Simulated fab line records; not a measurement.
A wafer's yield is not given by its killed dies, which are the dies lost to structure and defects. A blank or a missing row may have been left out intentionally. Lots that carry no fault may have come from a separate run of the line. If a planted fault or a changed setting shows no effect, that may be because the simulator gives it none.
Which tool did it? -- flow gf180mcu -- 12 lots with 36 wafers sampled at 5 steps, on a route of 602 steps

== WHAT THE GAUGES READ, wafer by wafer ==
GF_STI_CD_MEAS_12: target cd 220 nm.
lot,measured,on,cd nm (nm)
L906,day 2 02:34,cd sem-01,220.7 219.8 219.0
L907,day 2 06:01,cd sem-01,220.7 220.8 220.9
L909,day 2 17:58,cd sem-02,220.3 221.0 220.1
L910,day 2 21:27,cd sem-01,218.6 219.8 218.6
L911,day 3 03:08,cd sem-01,219.8 219.1 218.8
L912,day 3 08:26,cd sem-01,219.1 219.1 218.5
L913,day 3 12:54,cd sem-01,221.0 220.0 220.9
L922,day 5 11:12,cd sem-02,222.1 221.0 220.7
L923,day 5 17:55,cd sem-01,220.9 221.1 219.2
L925,day 6 02:41,cd sem-02,218.1 219.1 218.6
L926,day 6 07:28,cd sem-02,219.3 218.4 219.5
L927,day 6 13:46,cd sem-02,219.9 219.4 220.7

GF_MVSD_OVL_MEAS_07.
lot,measured,on,MVSD_OVL (nm)
L906,day 4 10:49,overlay-02,-2.6 -1.4 -3.0
L907,day 4 14:53,overlay-02,0.8 -0.7 0.1
L909,day 5 02:46,overlay-02,-1.1 -2.5 -1.4
L910,day 5 07:20,overlay-02,0.9 -0.9 -0.5
L911,day 5 15:43,overlay-02,-2.2 -1.8 -2.9
L912,day 5 19:10,overlay-01,-1.1 -0.8 -0.5
L913,day 6 00:29,overlay-02,-1.1 -1.7 -0.9
L922,day 8 07:59,overlay-01,156.2 157.1 155.7
L923,day 8 15:50,overlay-02,157.5 156.7 156.6
L925,day 9 01:55,overlay-02,-1.0 -2.0 -2.2
L926,day 9 05:17,overlay-01,-1.8 -1.3 -1.4
L927,day 9 13:01,overlay-01,-3.0 -2.4 -2.1

== WHICH TOOL RAN EACH LOT (tool, then ch and the chambers of the sampled wafers, then the start) ==
lot,GF_STI_STRIP_15,GF_DNWELL_STRIP_08,GF_MVSD_EXPOSE_04
L906,"plasma asher-04 ch 1, day 2 02:50","plasma asher-02 ch 0, day 2 19:43","iline stepper-02 ch 0, day 4 04:32"
L907,"plasma asher-03 ch 0,1, day 2 06:17","plasma asher-02 ch 0,1, day 3 00:19","iline stepper-02 ch 0, day 4 08:56"
L909,"plasma asher-04 ch 0,1, day 2 18:14","plasma asher-02 ch 0,1, day 3 10:52","iline stepper-02 ch 0, day 4 20:08"
L910,"plasma asher-03 ch 0,1, day 2 21:43","plasma asher-01 ch 0,1, day 3 14:28","iline stepper-02 ch 0, day 5 00:33"
L911,"plasma asher-04 ch 0,1, day 3 03:25","plasma asher-02 ch 0,1, day 3 21:52","iline stepper-02 ch 0, day 5 08:53"
L912,"plasma asher-01 ch 0,1, day 3 08:43","plasma asher-02 ch 0,1, day 4 02:01","iline stepper-02 ch 0, day 5 12:34"
L913,"plasma asher-01 ch 0,1, day 3 13:10","plasma asher-04 ch 0,1, day 4 06:25","iline stepper-02 ch 0, day 5 17:00"
L922,"plasma asher-03 ch 0,1, day 5 11:28","plasma asher-02 ch 0,1, day 6 07:01","iline stepper-02 ch 0, day 7 23:42"
L923,"plasma asher-01 ch 0,1, day 5 18:11","plasma asher-02 ch 0,1, day 6 14:23","iline stepper-02 ch 0, day 8 07:38"
L925,"plasma asher-04 ch 0,1, day 6 02:56","plasma asher-02 ch 0,1, day 7 00:17","iline stepper-01 ch 0, day 8 17:46"
L926,"plasma asher-03 ch 0,1, day 6 07:44","plasma asher-04 ch 0,1, day 7 03:40","iline stepper-01 ch 0, day 8 20:53"
L927,"plasma asher-01 ch 0,1, day 6 14:02","plasma asher-04 ch 0, day 7 10:29","iline stepper-01 ch 0, day 9 04:56"
- GF_STI_STRIP_15: strips in O2/N2.
- GF_DNWELL_STRIP_08: strips in O2/N2.
- GF_MVSD_EXPOSE_04: exposes mask MVSD, target cd 1000 nm.

== AS READ BY THE TOOLS THEMSELVES (means over the sampled wafers that have a number; for cases with no such wafer, the mark the record gives instead) ==
GF_STI_STRIP_15.
lot,tool,chamber pressure mTorr (mTorr),drypump motor current A (A),heater power w (W),n2 flow sccm (sccm),oes product au (a.u.),strip time to endpoint s (s)
L906,plasma asher-04,1499,5.1,257,299.4,0.385,3.74
L907,plasma asher-03,1499,6.0,296,300.5,0.381,3.71
L909,plasma asher-04,1500,5.0,279,300.7,0.385,3.69
L910,plasma asher-03,1501,6.0,297,300.6,0.378,3.69
L911,plasma asher-04,1499,4.9,301,299.4,0.389,3.76
L912,plasma asher-01,1500,5.9,317,300.1,0.386,3.72
L913,plasma asher-01,1499,5.4,314,300.0,0.385,3.84
L922,plasma asher-03,1499,5.9,303,299.9,0.383,3.70
L923,plasma asher-01,1499,5.8,315,300.3,0.384,3.70
L925,plasma asher-04,1499,5.0,274,299.6,0.383,3.69
L926,plasma asher-03,1501,6.0,292,300.0,0.385,3.73
L927,plasma asher-01,1499,5.9,316,300.3,0.384,3.77

GF_DNWELL_STRIP_08.
lot,tool,chamber pressure mTorr (mTorr),drypump motor current A (A),heater power w (W),n2 flow sccm (sccm),oes product au (a.u.),strip time to endpoint s (s)
L906,plasma asher-02,1500.1,4.8,297,301.1,0.725,36.93
L907,plasma asher-02,1500.1,5.4,286,300.0,0.722,36.86
L909,plasma asher-02,1500.7,5.4,284,299.0,0.724,36.96
L910,plasma asher-01,1501.6,5.8,315,300.4,0.725,36.86
L911,plasma asher-02,1499.9,6.0,281,300.4,0.725,36.92
L912,plasma asher-02,1499.8,6.0,273,299.3,0.727,36.92
L913,plasma asher-04,1500.2,5.0,277,301.4,0.722,36.96
L922,plasma asher-02,1499.7,6.0,281,299.5,0.724,36.86
L923,plasma asher-02,1498.7,6.0,277,299.9,0.722,37.00
L925,plasma asher-02,1500.4,6.0,283,301.0,0.724,36.94
L926,plasma asher-04,1500.4,4.8,300,300.4,0.723,36.90
L927,plasma asher-04,1500.1,4.7,318,300.0,0.714,36.98

GF_MVSD_EXPOSE_04.
lot,tool,exposure dose mJ cm2,stage vel mm s (mm/s)
L906,iline stepper-02,259.79,499.75
L907,iline stepper-02,259.90,500.18
L909,iline stepper-02,259.72,499.87
L910,iline stepper-02,259.88,499.85
L911,iline stepper-02,260.13,499.90
L912,iline stepper-02,260.10,500.27
L913,iline stepper-02,259.91,499.79
L922,iline stepper-02,260.02,499.88
L923,iline stepper-02,259.65,499.97
L925,iline stepper-01,259.68,500.11
L926,iline stepper-01,260.12,499.74
L927,iline stepper-01,260.23,500.08

== THE ANSWER, worked out from the rows above alone ==
Rule: usual is defined by the lots themselves. Put in order of their means at a reading, lots are off if they are a third of the lots or fewer, leave a main group of 4 or more, and stand apart from it by a gap of 3 or more times the standard deviation of the main group's means; of several such gaps the widest counts. A main group whose means are all the same, to the digits that the tables above print for the reading, isn't used. A lot without any number at a reading at which 4 lots or more have one is off too. All remaining lots with rows at the step are treated as sound. The gauges are gone through in route order, then the tools' own readings, and for those a lot's mean is taken as printed above. At the first step where some lot is off, the reading lying furthest off is the one used; lots without a number count as furthest.
Off: L922, L923, at GF_MVSD_OVL_MEAS_07 (MVSD_OVL). Mean -1.4 nm and standard deviation 0.85 in the main group.
A tool fits if, at a process step before that reading, it ran every lot that is off, and no sound lot after the first of them. Those tools and the gauges at GF_MVSD_OVL_MEAS_07 are tried in the same way. One fits: GF_MVSD_EXPOSE_04 on iline stepper-02. Its last sound lot is L913 (day 5 17:00), its first lot that is off L922 (day 7 23:42): a fault that began between those two fits.

== WHAT THE SIMULATOR PUT IN ==
Scanner matching overlay: iline stepper-02, from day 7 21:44 on, at GF_MVSD_EXPOSE_04. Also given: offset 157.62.
Shown lots that were struck: L922, L923. Same finding as the rule above.
